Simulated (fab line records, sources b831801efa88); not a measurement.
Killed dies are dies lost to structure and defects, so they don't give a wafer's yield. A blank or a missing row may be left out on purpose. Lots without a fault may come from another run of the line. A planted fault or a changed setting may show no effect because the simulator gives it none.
Problem report in the 8D (eight disciplines) form, filled by code | flow sky130 | the parts of the form that need people (team, actions taken, sign-off) are left out

1. THE PROBLEM
cd_nm at SKY_METAL1_CD_MEAS_15 reads a mean of 100.1 nm on 2 wafers of 2 lots; wafers without a fault read 139.8 nm with a standard deviation of 1.2. That is -33 standard deviations from the usual mean.
The step: target cd 140 nm.
First seen on wafer L222.2, day 38 20:10, on cd_sem-01. The record holds 41 wafers of 14 lots with a number at this step. Rule for "out", or "out of limits": more than 4 standard deviations from the usual mean. The other wafers with a number count as sound.

2. WHAT IT IS AND WHAT IT IS NOT
question                    | is                | is not
which readings at this step | cd_nm             | -
which lots                  | L222, L223        | L202, L203, L205, L207, L208, L209, L210, L211, L212, L214, L215, L225
which wafers of those lots  | L222.2, L223.2    | L222.1, L222.5, L223.3
read on which gauges        | cd_sem-01         | cd_sem-02
when                        | from day 38 20:10 | up to then (35 sound wafers); but 4 sound wafers of L223, L225 came after

3. SUSPECTS, AND WHAT RULES EACH OUT
Counting: a tool at a process step up to the reading stays a suspect if it ran every lot that is out. Sound lots after the first of them don't rule it out here, since some wafers of a struck lot are sound.
- the gauge at SKY_METAL1_CD_MEAS_15: kept. All the wafers that are out were read on cd_sem-01, and no step on other tools shows them out.
- krf_scanner-02 at SKY_METAL1_EXPOSE_12 (exposes mask MM1, target cd 140 nm): kept. It ran every lot that is out, first L222 (day 38 08:02); its last sound lot up to then is L211 (day 35 01:10).
Left after counting: krf_scanner-02 at SKY_METAL1_EXPOSE_12, cd_sem-01 at SKY_METAL1_CD_MEAS_15.

4. THE CAUSE (what the simulator had put in)
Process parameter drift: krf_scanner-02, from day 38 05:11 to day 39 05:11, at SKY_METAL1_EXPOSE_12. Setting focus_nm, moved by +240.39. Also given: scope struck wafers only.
Counting left 2 suspects, and this tool is among them.

5. THE CHAIN OF EFFECTS, in route order
Each row: a reading whose mean over the struck wafers that have a number lies more than 3 standard deviations from the usual. Only readings for which the record gives a usual standard deviation are gone through. hours: the time from each lot's start at the first step in this table that gives one to its start at this step, as a median over the lots. sigmas: the change in usual standard deviations.
hours | step                  | reading | usual    | on struck wafers | change | sigmas
0     | SKY_METAL1_CD_MEAS_15 | cd_nm   | 139.8 nm | 100.1            | -39.7  | -33

6. WHAT WOULD HAVE CAUGHT IT SOONER
In this record the first reading out of limits at a measuring or inspecting step was taken at day 38 20:10, 15 hours after the fault began at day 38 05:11.
All the lots that are out (2) had begun SKY_METAL1_EXPOSE_12 on krf_scanner-02 by day 38 20:10. A hold on the tool at that time would have spared none of them.
